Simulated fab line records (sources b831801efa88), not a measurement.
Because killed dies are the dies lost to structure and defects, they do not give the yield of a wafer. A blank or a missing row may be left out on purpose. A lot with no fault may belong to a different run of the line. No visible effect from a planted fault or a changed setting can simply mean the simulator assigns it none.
fab line records :: flow sky130
[record]
  lots = 6
  wafers = 18
  last_day = 50
route steps=708 shown METAL2@483
lots with no fault: from the same line, run without faults
start_h: start of the lot's first displayed wafer, in hours after the record's first day :: wait_h: how many hours have passed since the lot's step before this one :: " same as the row above :: L1.1+2: several wafers, shown together as one row :: - either no value or no given start :: * or withheld: withheld :: < > ~ a bound
route shown NAME@n: names a module that has steps shown in the file, with the first one's number in the route :: usual: mean and standard deviation over wafers with no fault :: same: alike in all rows :: chamber/n: place in a boat :: sites: per-site readings :: _std_site: the values' standard deviation :: _edge_site: inner sites' mean taken away from outer sites' mean :: radius_mm: for every site, how far away it sits from the centre of the wafer :: mask NAME#n: copy n :: behind: the tool/chamber that last shaped the wafer :: hold: why the lot was held/for how many hours/how that ended :: device: the n, p or np transistor that did not switch :: end of line: the tests these same wafers got at the end of their route :: for a step that has no rows: nothing shown but its recipe :: killed: dies that structure and defects cost at the first sort, which is not the same as the wafer's yield :: map: a wafer's dies, marking killed ones x, the rest . and places with no die _
set.NAME: setting as actually run; set.NAME@STEP: the setting as run at that earlier step :: model.NAME: the simulator's own value behind a step, which no gauge read
lots at selected steps of the route; one table per step, one row per wafer
services: when a tool's chamber went out of use (start_h, in hours from the record's first day, below 0 if earlier), for how many hours, and the reason
[[steps]]
[step SKY_METAL2_SPUTTER_00]
[recipe]
  material = Ti
  target_thk_nm = 15
  power_w = 3000
  time_s = 10
  chamber_pressure_pa = 0.4
[usual]
  throttle_valve_pct = 30.1/1
lot.wafer: L426.2
tool: pvd_sputter-04
chamber: -
start_h: 804.49
wait_h: 0.2
throttle_valve_pct: 29.2

lot.wafer: L426.4
tool: pvd_sputter-04
chamber: -
start_h: 804.49
wait_h: 0.2
throttle_valve_pct: 31.7

lot.wafer: L426.5
tool: pvd_sputter-04
chamber: -
start_h: 804.49
wait_h: 0.2
throttle_valve_pct: 30.0

lot.wafer: L434.1
tool: pvd_sputter-02
chamber: -
start_h: 862.78
wait_h: 0.2
throttle_valve_pct: 29.5

lot.wafer: L434.4
tool: pvd_sputter-02
chamber: -
start_h: 862.78
wait_h: 0.2
throttle_valve_pct: 29.7

lot.wafer: L434.5
tool: pvd_sputter-02
chamber: -
start_h: 862.78
wait_h: 0.2
throttle_valve_pct: 29.0

lot.wafer: L441.3
tool: pvd_sputter-03
chamber: -
start_h: 919.23
wait_h: 0.2
throttle_valve_pct: 30.2

lot.wafer: L441.4
tool: pvd_sputter-03
chamber: -
start_h: 919.23
wait_h: 0.2
throttle_valve_pct: 31.7

lot.wafer: L441.6
tool: pvd_sputter-03
chamber: -
start_h: 919.23
wait_h: 0.2
throttle_valve_pct: 28.7

lot.wafer: L442.2
tool: pvd_sputter-04
chamber: -
start_h: 924.59
wait_h: 0.1
throttle_valve_pct: 30.4

lot.wafer: L442.3
tool: pvd_sputter-04
chamber: -
start_h: 924.59
wait_h: 0.1
throttle_valve_pct: 30.0

lot.wafer: L442.6
tool: pvd_sputter-04
chamber: -
start_h: 924.59
wait_h: 0.1
throttle_valve_pct: 29.4

lot.wafer: L444.2
tool: pvd_sputter-02
chamber: -
start_h: 938.33
wait_h: 0.1
throttle_valve_pct: 31.4

lot.wafer: L444.4
tool: pvd_sputter-02
chamber: -
start_h: 938.33
wait_h: 0.1
throttle_valve_pct: 29.0

lot.wafer: L444.6
tool: pvd_sputter-02
chamber: -
start_h: 938.33
wait_h: 0.1
throttle_valve_pct: 29.7

lot.wafer: L446.3
tool: pvd_sputter-02
chamber: -
start_h: 950.32
wait_h: 0.2
throttle_valve_pct: 29.8

lot.wafer: L446.4
tool: pvd_sputter-02
chamber: -
start_h: 950.32
wait_h: 0.2
throttle_valve_pct: 31.1

lot.wafer: L446.5
tool: pvd_sputter-02
chamber: -
start_h: 950.32
wait_h: 0.2
throttle_valve_pct: 31.0
[step SKY_METAL2_SPUTTER_01]
[recipe]
  material = TiN
  target_thk_nm = 20
  power_w = 6500
  time_s = 16.7
  chamber_pressure_pa = 0.4
[usual]
  throttle_valve_pct = 30.1/1
lot.wafer: L426.2
tool: pvd_sputter-04
chamber: -
start_h: 804.51
wait_h: 0.0
throttle_valve_pct: 29.3

lot.wafer: L426.4
tool: pvd_sputter-04
chamber: -
start_h: 804.51
wait_h: 0.0
throttle_valve_pct: 31.9

lot.wafer: L426.5
tool: pvd_sputter-04
chamber: -
start_h: 804.51
wait_h: 0.0
throttle_valve_pct: 30.1

lot.wafer: L434.1
tool: pvd_sputter-02
chamber: -
start_h: 862.81
wait_h: 0.0
throttle_valve_pct: 29.3

lot.wafer: L434.4
tool: pvd_sputter-02
chamber: -
start_h: 862.81
wait_h: 0.0
throttle_valve_pct: 29.7

lot.wafer: L434.5
tool: pvd_sputter-02
chamber: -
start_h: 862.81
wait_h: 0.0
throttle_valve_pct: 29.1

lot.wafer: L441.3
tool: pvd_sputter-03
chamber: -
start_h: 919.26
wait_h: 0.0
throttle_valve_pct: 30.0

lot.wafer: L441.4
tool: pvd_sputter-03
chamber: -
start_h: 919.26
wait_h: 0.0
throttle_valve_pct: 31.6

lot.wafer: L441.6
tool: pvd_sputter-03
chamber: -
start_h: 919.26
wait_h: 0.0
throttle_valve_pct: 29.0

lot.wafer: L442.2
tool: pvd_sputter-04
chamber: -
start_h: 924.61
wait_h: 0.0
throttle_valve_pct: 30.2

lot.wafer: L442.3
tool: pvd_sputter-04
chamber: -
start_h: 924.61
wait_h: 0.0
throttle_valve_pct: 29.8

lot.wafer: L442.6
tool: pvd_sputter-04
chamber: -
start_h: 924.61
wait_h: 0.0
throttle_valve_pct: 29.2

lot.wafer: L444.2
tool: pvd_sputter-02
chamber: -
start_h: 938.36
wait_h: 0.0
throttle_valve_pct: 31.4

lot.wafer: L444.4
tool: pvd_sputter-02
chamber: -
start_h: 938.36
wait_h: 0.0
throttle_valve_pct: 29.1

lot.wafer: L444.6
tool: pvd_sputter-02
chamber: -
start_h: 938.36
wait_h: 0.0
throttle_valve_pct: 30.2

lot.wafer: L446.3
tool: pvd_sputter-02
chamber: -
start_h: 950.35
wait_h: 0.0
throttle_valve_pct: 29.6

lot.wafer: L446.4
tool: pvd_sputter-02
chamber: -
start_h: 950.35
wait_h: 0.0
throttle_valve_pct: 31.4

lot.wafer: L446.5
tool: pvd_sputter-02
chamber: -
start_h: 950.35
wait_h: 0.0
throttle_valve_pct: 31.4
[step SKY_METAL2_SPUTTER_02]
[recipe]
  material = AlCu
  target_thk_nm = 250
  power_w = 10600
  time_s = 13.3
  chamber_pressure_pa = 0.4
[usual]
  throttle_valve_pct = 30.1/1
lot.wafer: L426.2
tool: pvd_sputter-04
chamber: -
start_h: 804.54
wait_h: 0.0
throttle_valve_pct: 29.3

lot.wafer: L426.4
tool: pvd_sputter-04
chamber: -
start_h: 804.54
wait_h: 0.0
throttle_valve_pct: 32.1

lot.wafer: L426.5
tool: pvd_sputter-04
chamber: -
start_h: 804.54
wait_h: 0.0
throttle_valve_pct: 30.2

lot.wafer: L434.1
tool: pvd_sputter-02
chamber: -
start_h: 862.83
wait_h: 0.0
throttle_valve_pct: 29.4

lot.wafer: L434.4
tool: pvd_sputter-02
chamber: -
start_h: 862.83
wait_h: 0.0
throttle_valve_pct: 29.8

lot.wafer: L434.5
tool: pvd_sputter-02
chamber: -
start_h: 862.83
wait_h: 0.0
throttle_valve_pct: 28.9

lot.wafer: L441.3
tool: pvd_sputter-03
chamber: -
start_h: 919.28
wait_h: 0.0
throttle_valve_pct: 30.2

lot.wafer: L441.4
tool: pvd_sputter-03
chamber: -
start_h: 919.28
wait_h: 0.0
throttle_valve_pct: 31.8

lot.wafer: L441.6
tool: pvd_sputter-03
chamber: -
start_h: 919.28
wait_h: 0.0
throttle_valve_pct: 28.7

lot.wafer: L442.2
tool: pvd_sputter-04
chamber: -
start_h: 924.64
wait_h: 0.0
throttle_valve_pct: 30.6

lot.wafer: L442.3
tool: pvd_sputter-04
chamber: -
start_h: 924.64
wait_h: 0.0
throttle_valve_pct: 29.8

lot.wafer: L442.6
tool: pvd_sputter-04
chamber: -
start_h: 924.64
wait_h: 0.0
throttle_valve_pct: 29.3

lot.wafer: L444.2
tool: pvd_sputter-02
chamber: -
start_h: 938.38
wait_h: 0.0
throttle_valve_pct: 30.9

lot.wafer: L444.4
tool: pvd_sputter-02
chamber: -
start_h: 938.38
wait_h: 0.0
throttle_valve_pct: 29.0

lot.wafer: L444.6
tool: pvd_sputter-02
chamber: -
start_h: 938.38
wait_h: 0.0
throttle_valve_pct: 29.6

lot.wafer: L446.3
tool: pvd_sputter-02
chamber: -
start_h: 950.37
wait_h: 0.0
throttle_valve_pct: 29.7

lot.wafer: L446.4
tool: pvd_sputter-02
chamber: -
start_h: 950.37
wait_h: 0.0
throttle_valve_pct: 31.2

lot.wafer: L446.5
tool: pvd_sputter-02
chamber: -
start_h: 950.37
wait_h: 0.0
throttle_valve_pct: 31.1
[step SKY_METAL2_SPUTTER_03]
[recipe]
  material = Ti
  target_thk_nm = 5
  power_w = 3000
  time_s = 3.3
  chamber_pressure_pa = 0.4
[usual]
  throttle_valve_pct = 30.1/1
lot.wafer: L426.2
tool: pvd_sputter-04
chamber: -
start_h: 804.56
wait_h: 0.0
throttle_valve_pct: 29.2

lot.wafer: L426.4
tool: pvd_sputter-04
chamber: -
start_h: 804.56
wait_h: 0.0
throttle_valve_pct: 31.8

lot.wafer: L426.5
tool: pvd_sputter-04
chamber: -
start_h: 804.56
wait_h: 0.0
throttle_valve_pct: 30.0

lot.wafer: L434.1
tool: pvd_sputter-02
chamber: -
start_h: 862.86
wait_h: 0.0
throttle_valve_pct: 29.4

lot.wafer: L434.4
tool: pvd_sputter-02
chamber: -
start_h: 862.86
wait_h: 0.0
throttle_valve_pct: 29.9

lot.wafer: L434.5
tool: pvd_sputter-02
chamber: -
start_h: 862.86
wait_h: 0.0
throttle_valve_pct: 29.2

lot.wafer: L441.3
tool: pvd_sputter-03
chamber: -
start_h: 919.31
wait_h: 0.0
throttle_valve_pct: 30.0

lot.wafer: L441.4
tool: pvd_sputter-03
chamber: -
start_h: 919.31
wait_h: 0.0
throttle_valve_pct: 31.7

lot.wafer: L441.6
tool: pvd_sputter-03
chamber: -
start_h: 919.31
wait_h: 0.0
throttle_valve_pct: 28.8

lot.wafer: L442.2
tool: pvd_sputter-04
chamber: -
start_h: 924.66
wait_h: 0.0
throttle_valve_pct: 30.1

lot.wafer: L442.3
tool: pvd_sputter-04
chamber: -
start_h: 924.66
wait_h: 0.0
throttle_valve_pct: 30.1

lot.wafer: L442.6
tool: pvd_sputter-04
chamber: -
start_h: 924.66
wait_h: 0.0
throttle_valve_pct: 29.1

lot.wafer: L444.2
tool: pvd_sputter-02
chamber: -
start_h: 938.41
wait_h: 0.0
throttle_valve_pct: 31.3

lot.wafer: L444.4
tool: pvd_sputter-02
chamber: -
start_h: 938.41
wait_h: 0.0
throttle_valve_pct: 28.9

lot.wafer: L444.6
tool: pvd_sputter-02
chamber: -
start_h: 938.41
wait_h: 0.0
throttle_valve_pct: 30.0

lot.wafer: L446.3
tool: pvd_sputter-02
chamber: -
start_h: 950.40
wait_h: 0.0
throttle_valve_pct: 29.9

lot.wafer: L446.4
tool: pvd_sputter-02
chamber: -
start_h: 950.40
wait_h: 0.0
throttle_valve_pct: 31.1

lot.wafer: L446.5
tool: pvd_sputter-02
chamber: -
start_h: 950.40
wait_h: 0.0
throttle_valve_pct: 31.3
[step SKY_METAL2_SPUTTER_04]
[recipe]
  material = TiN
  target_thk_nm = 70
  power_w = 6500
  time_s = 58.3
  chamber_pressure_pa = 0.4
[usual]
  throttle_valve_pct = 30.1/1
lot.wafer: L426.2
tool: pvd_sputter-04
chamber: -
start_h: 804.58
wait_h: 0.0
throttle_valve_pct: 29.3

lot.wafer: L426.4
tool: pvd_sputter-04
chamber: -
start_h: 804.58
wait_h: 0.0
throttle_valve_pct: 31.7

lot.wafer: L426.5
tool: pvd_sputter-04
chamber: -
start_h: 804.58
wait_h: 0.0
throttle_valve_pct: 29.8

lot.wafer: L434.1
tool: pvd_sputter-02
chamber: -
start_h: 862.87
wait_h: 0.0
throttle_valve_pct: 29.4

lot.wafer: L434.4
tool: pvd_sputter-02
chamber: -
start_h: 862.87
wait_h: 0.0
throttle_valve_pct: 30.0

lot.wafer: L434.5
tool: pvd_sputter-02
chamber: -
start_h: 862.87
wait_h: 0.0
throttle_valve_pct: 29.3

lot.wafer: L441.3
tool: pvd_sputter-03
chamber: -
start_h: 919.32
wait_h: 0.0
throttle_valve_pct: 30.4

lot.wafer: L441.4
tool: pvd_sputter-03
chamber: -
start_h: 919.32
wait_h: 0.0
throttle_valve_pct: 31.7

lot.wafer: L441.6
tool: pvd_sputter-03
chamber: -
start_h: 919.32
wait_h: 0.0
throttle_valve_pct: 29.0

lot.wafer: L442.2
tool: pvd_sputter-04
chamber: -
start_h: 924.68
wait_h: 0.0
throttle_valve_pct: 30.3

lot.wafer: L442.3
tool: pvd_sputter-04
chamber: -
start_h: 924.68
wait_h: 0.0
throttle_valve_pct: 29.9

lot.wafer: L442.6
tool: pvd_sputter-04
chamber: -
start_h: 924.68
wait_h: 0.0
throttle_valve_pct: 29.4

lot.wafer: L444.2
tool: pvd_sputter-02
chamber: -
start_h: 938.42
wait_h: 0.0
throttle_valve_pct: 31.4

lot.wafer: L444.4
tool: pvd_sputter-02
chamber: -
start_h: 938.42
wait_h: 0.0
throttle_valve_pct: 29.1

lot.wafer: L444.6
tool: pvd_sputter-02
chamber: -
start_h: 938.42
wait_h: 0.0
throttle_valve_pct: 29.7

lot.wafer: L446.3
tool: pvd_sputter-02
chamber: -
start_h: 950.41
wait_h: 0.0
throttle_valve_pct: 29.8

lot.wafer: L446.4
tool: pvd_sputter-02
chamber: -
start_h: 950.41
wait_h: 0.0
throttle_valve_pct: 31.2

lot.wafer: L446.5
tool: pvd_sputter-02
chamber: -
start_h: 950.41
wait_h: 0.0
throttle_valve_pct: 31.0
[step SKY_METAL2_RS_MEAS_05]
[recipe]
  thk_meas_gauge = four-point-probe
  reads = TiN_of_METAL2_SPUTTER_04+Ti_of_METAL2_SPUTTER_03+AlCu_of_METAL2_SPUTTER_02+TiN_of_METAL2_SPUTTER_01+Ti_of_METAL2_SPUTTER_00
[usual]
  METAL2_ALCU_RS = 0.1274/0.0015
lot.wafer: L426.2
tool: film_metro-02
chamber: -
start_h: 804.65
wait_h: 0.0
METAL2_ALCU_RS[ohm/sq]: 0.1251

lot.wafer: L426.4
tool: film_metro-02
chamber: -
start_h: 804.65
wait_h: 0.0
METAL2_ALCU_RS[ohm/sq]: 0.1258

lot.wafer: L426.5
tool: film_metro-02
chamber: -
start_h: 804.65
wait_h: 0.0
METAL2_ALCU_RS[ohm/sq]: 0.1268

lot.wafer: L434.1
tool: film_metro-04
chamber: -
start_h: 862.92
wait_h: 0.0
METAL2_ALCU_RS[ohm/sq]: 0.1298

lot.wafer: L434.4
tool: film_metro-04
chamber: -
start_h: 862.92
wait_h: 0.0
METAL2_ALCU_RS[ohm/sq]: 0.1294

lot.wafer: L434.5
tool: film_metro-04
chamber: -
start_h: 862.92
wait_h: 0.0
METAL2_ALCU_RS[ohm/sq]: 0.1307

lot.wafer: L441.3
tool: film_metro-02
chamber: -
start_h: 919.41
wait_h: 0.1
METAL2_ALCU_RS[ohm/sq]: 0.1268

lot.wafer: L441.4
tool: film_metro-02
chamber: -
start_h: 919.41
wait_h: 0.1
METAL2_ALCU_RS[ohm/sq]: 0.1268

lot.wafer: L441.6
tool: film_metro-02
chamber: -
start_h: 919.41
wait_h: 0.1
METAL2_ALCU_RS[ohm/sq]: 0.1250

lot.wafer: L442.2
tool: film_metro-04
chamber: -
start_h: 924.75
wait_h: 0.0
METAL2_ALCU_RS[ohm/sq]: 0.1281

lot.wafer: L442.3
tool: film_metro-04
chamber: -
start_h: 924.75
wait_h: 0.0
METAL2_ALCU_RS[ohm/sq]: 0.1273

lot.wafer: L442.6
tool: film_metro-04
chamber: -
start_h: 924.75
wait_h: 0.0
METAL2_ALCU_RS[ohm/sq]: 0.1289

lot.wafer: L444.2
tool: film_metro-04
chamber: -
start_h: 938.49
wait_h: 0.0
METAL2_ALCU_RS[ohm/sq]: 0.1279

lot.wafer: L444.4
tool: film_metro-04
chamber: -
start_h: 938.49
wait_h: 0.0
METAL2_ALCU_RS[ohm/sq]: 0.1266

lot.wafer: L444.6
tool: film_metro-04
chamber: -
start_h: 938.49
wait_h: 0.0
METAL2_ALCU_RS[ohm/sq]: 0.1258

lot.wafer: L446.3
tool: film_metro-02
chamber: -
start_h: 950.50
wait_h: 0.1
METAL2_ALCU_RS[ohm/sq]: 0.1253

lot.wafer: L446.4
tool: film_metro-02
chamber: -
start_h: 950.50
wait_h: 0.1
METAL2_ALCU_RS[ohm/sq]: 0.1281

lot.wafer: L446.5
tool: film_metro-02
chamber: -
start_h: 950.50
wait_h: 0.1
METAL2_ALCU_RS[ohm/sq]: 0.1275
[step SKY_METAL2_THK_MEAS_06]
[recipe]
  thk_meas_gauge = xrf
  reads = AlCu_of_METAL2_SPUTTER_02
[usual]
  METAL2_ALCU_THK = 251/3
lot.wafer: L426.2
tool: film_metro-02
chamber: -
start_h: 804.76
wait_h: 0.1
METAL2_ALCU_THK[nm]: 256

lot.wafer: L426.4
tool: film_metro-02
chamber: -
start_h: 804.76
wait_h: 0.1
METAL2_ALCU_THK[nm]: 254

lot.wafer: L426.5
tool: film_metro-02
chamber: -
start_h: 804.76
wait_h: 0.1
METAL2_ALCU_THK[nm]: 254

lot.wafer: L434.1
tool: film_metro-04
chamber: -
start_h: 863.04
wait_h: 0.1
METAL2_ALCU_THK[nm]: 244

lot.wafer: L434.4
tool: film_metro-04
chamber: -
start_h: 863.04
wait_h: 0.1
METAL2_ALCU_THK[nm]: 246

lot.wafer: L434.5
tool: film_metro-04
chamber: -
start_h: 863.04
wait_h: 0.1
METAL2_ALCU_THK[nm]: 244

lot.wafer: L441.3
tool: film_metro-02
chamber: -
start_h: 919.51
wait_h: 0.1
METAL2_ALCU_THK[nm]: 252

lot.wafer: L441.4
tool: film_metro-02
chamber: -
start_h: 919.51
wait_h: 0.1
METAL2_ALCU_THK[nm]: 252

lot.wafer: L441.6
tool: film_metro-02
chamber: -
start_h: 919.51
wait_h: 0.1
METAL2_ALCU_THK[nm]: 257

lot.wafer: L442.2
tool: film_metro-04
chamber: -
start_h: 924.86
wait_h: 0.1
METAL2_ALCU_THK[nm]: 249

lot.wafer: L442.3
tool: film_metro-04
chamber: -
start_h: 924.86
wait_h: 0.1
METAL2_ALCU_THK[nm]: 250

lot.wafer: L442.6
tool: film_metro-04
chamber: -
start_h: 924.86
wait_h: 0.1
METAL2_ALCU_THK[nm]: 248

lot.wafer: L444.2
tool: film_metro-04
chamber: -
start_h: 938.60
wait_h: 0.1
METAL2_ALCU_THK[nm]: 251

lot.wafer: L444.4
tool: film_metro-04
chamber: -
start_h: 938.60
wait_h: 0.1
METAL2_ALCU_THK[nm]: 252

lot.wafer: L444.6
tool: film_metro-04
chamber: -
start_h: 938.60
wait_h: 0.1
METAL2_ALCU_THK[nm]: 255

lot.wafer: L446.3
tool: film_metro-02
chamber: -
start_h: 950.60
wait_h: 0.1
METAL2_ALCU_THK[nm]: 254

lot.wafer: L446.4
tool: film_metro-02
chamber: -
start_h: 950.60
wait_h: 0.1
METAL2_ALCU_THK[nm]: 251

lot.wafer: L446.5
tool: film_metro-02
chamber: -
start_h: 950.60
wait_h: 0.1
METAL2_ALCU_THK[nm]: 252
[step SKY_METAL2_DEHYDRATE_07]
[recipe]
  temp_c = 200
  time_s = 60
[step SKY_METAL2_HMDS_08]
[recipe]
  prime_time_s = 60
  prime_temp_c = 120
[step SKY_METAL2_COAT_09]
[recipe]
  resist = BARC
  temp_c = withheld
  time_s = withheld
  spin_rpm = 3000
  resist_thk_nm = 60
[step SKY_METAL2_COAT_10]
[recipe]
  resist = KrF-thick
  spin_rpm = 3000
  resist_thk_nm = 450
[step SKY_METAL2_SOFTBAKE_11]
[recipe]
  temp_c = 100
  time_s = 90
  resist = KrF-thick
[step SKY_METAL2_EXPOSE_12]
[recipe]
  mask_id = MM2
  na = 0.8
  source_shape = annular
  sigma_inner = 0.55
  sigma_outer = 0.85
  target_cd_nm = 140
  dose_mj = 28
[usual]
  exposure_dose_mJ_cm2 = 28.000/0.029
  focus_offset_nm = 0.0/0.57
lot.wafer: L426.2
tool: krf_scanner-02
chamber: 0
start_h: 817.62
wait_h: -
mask: MM2#0
exposure_dose_mJ_cm2: 28.014
focus_offset_nm: -0.1

lot.wafer: L426.4
tool: krf_scanner-02
chamber: 0
start_h: 817.62
wait_h: -
mask: MM2#0
exposure_dose_mJ_cm2: 27.998
focus_offset_nm: -0.1

lot.wafer: L426.5
tool: krf_scanner-02
chamber: 0
start_h: 817.62
wait_h: -
mask: MM2#0
exposure_dose_mJ_cm2: 28.038
focus_offset_nm: -0.3

lot.wafer: L434.1
tool: krf_scanner-02
chamber: 0
start_h: 876.25
wait_h: -
mask: MM2#0
exposure_dose_mJ_cm2: 28.006
focus_offset_nm: -0.3

lot.wafer: L434.4
tool: krf_scanner-02
chamber: 0
start_h: 876.25
wait_h: -
mask: MM2#0
exposure_dose_mJ_cm2: 27.953
focus_offset_nm: 0.2

lot.wafer: L434.5
tool: krf_scanner-02
chamber: 0
start_h: 876.25
wait_h: -
mask: MM2#0
exposure_dose_mJ_cm2: 28.011
focus_offset_nm: -0.3

lot.wafer: L441.3
tool: krf_scanner-02
chamber: -
start_h: 932.61
wait_h: -
mask: MM2#0
exposure_dose_mJ_cm2: -
focus_offset_nm: -

lot.wafer: L441.4
tool: krf_scanner-02
chamber: -
start_h: 932.61
wait_h: -
mask: MM2#0
exposure_dose_mJ_cm2: -
focus_offset_nm: -

lot.wafer: L441.6
tool: krf_scanner-02
chamber: -
start_h: 932.61
wait_h: -
mask: MM2#0
exposure_dose_mJ_cm2: -
focus_offset_nm: -

lot.wafer: L442.2
tool: krf_scanner-01
chamber: -
start_h: 938.71
wait_h: -
mask: MM2#0
exposure_dose_mJ_cm2: -
focus_offset_nm: -

lot.wafer: L442.3
tool: krf_scanner-01
chamber: -
start_h: 938.71
wait_h: -
mask: MM2#0
exposure_dose_mJ_cm2: -
focus_offset_nm: -

lot.wafer: L442.6
tool: krf_scanner-01
chamber: -
start_h: 938.71
wait_h: -
mask: MM2#0
exposure_dose_mJ_cm2: -
focus_offset_nm: -

lot.wafer: L444.2
tool: krf_scanner-01
chamber: 0
start_h: 950.64
wait_h: -
mask: MM2#0
exposure_dose_mJ_cm2: 27.996
focus_offset_nm: -0.6

lot.wafer: L444.4
tool: krf_scanner-01
chamber: 0
start_h: 950.64
wait_h: -
mask: MM2#0
exposure_dose_mJ_cm2: 28.033
focus_offset_nm: -0.8

lot.wafer: L444.6
tool: krf_scanner-01
chamber: 0
start_h: 950.64
wait_h: -
mask: MM2#0
exposure_dose_mJ_cm2: 27.991
focus_offset_nm: -0.7

lot.wafer: L446.3
tool: krf_scanner-02
chamber: 0
start_h: 964.48
wait_h: -
mask: MM2#0
exposure_dose_mJ_cm2: 28.006
focus_offset_nm: 0.5

lot.wafer: L446.4
tool: krf_scanner-02
chamber: 0
start_h: 964.48
wait_h: -
mask: MM2#0
exposure_dose_mJ_cm2: 28.003
focus_offset_nm: -1.0

lot.wafer: L446.5
tool: krf_scanner-02
chamber: 0
start_h: 964.48
wait_h: -
mask: MM2#0
exposure_dose_mJ_cm2: 27.977
focus_offset_nm: -0.6
[step SKY_METAL2_PEB_13]
[recipe]
  peb_temp_c = withheld
  peb_time_s = withheld
  resist = KrF-thick
[[services]]
tool: krf_scanner-02
chamber: -
start_h: 798.12
hours: 0.9
kind: repair

tool: krf_scanner-01
chamber: -
start_h: 820.93
hours: 1.0
kind: pm

tool: krf_scanner-01
chamber: -
start_h: 825.73
hours: 0.2
kind: repair

tool: krf_scanner-01
chamber: -
start_h: 829.45
hours: 18.9
kind: repair

tool: krf_scanner-02
chamber: -
start_h: 834.77
hours: 0.8
kind: repair

tool: krf_scanner-02
chamber: -
start_h: 848.48
hours: 0.8
kind: pm

tool: krf_scanner-01
chamber: -
start_h: 849.25
hours: 0.8
kind: pm

tool: krf_scanner-01
chamber: -
start_h: 850.00
hours: 1.3
kind: pm

tool: pvd_sputter-04
chamber: -
start_h: 850.48
hours: 5.6
kind: repair

tool: krf_scanner-02
chamber: -
start_h: 858.10
hours: 1.0
kind: pm

tool: krf_scanner-02
chamber: -
start_h: 864.08
hours: 1.3
kind: pm

tool: krf_scanner-01
chamber: -
start_h: 870.84
hours: 4.0
kind: pm

tool: pvd_sputter-02
chamber: -
start_h: 900.91
hours: 10.6
kind: repair
[[key]]
[first_sign]
  step = SKY_METAL2_EXPOSE_12
  reading = tool_record
  direction = missing
effect none on later readings
met_at SKY_METAL2_EXPOSE_12
struck_wafers L441.3,L441.4,L441.6,L442.2,L442.3,L442.6
later_rows_left_out L441.3,L441.4,L441.6,L442.2,L442.3,L442.6
sort_left_out L441.3,L441.4,L441.6,L442.2,L442.3,L442.6
onset_between 876.25 932.61
[fault]
  kind = skipped_step_whole
  tool = krf_scanner-01,krf_scanner-02
  chamber = -
  onset_h = 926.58
  steps = SKY_METAL2_EXPOSE_12
  scope = struck_lots_only
// sort_left_out: the simulated sort isn't trusted on such a fault, so these wafers' sort isn't shown, and their yield isn't known
// later_rows_left_out: the simulator's readings of these wafers behind a module that went badly wrong aren't trusted and aren't shown, but for the sort
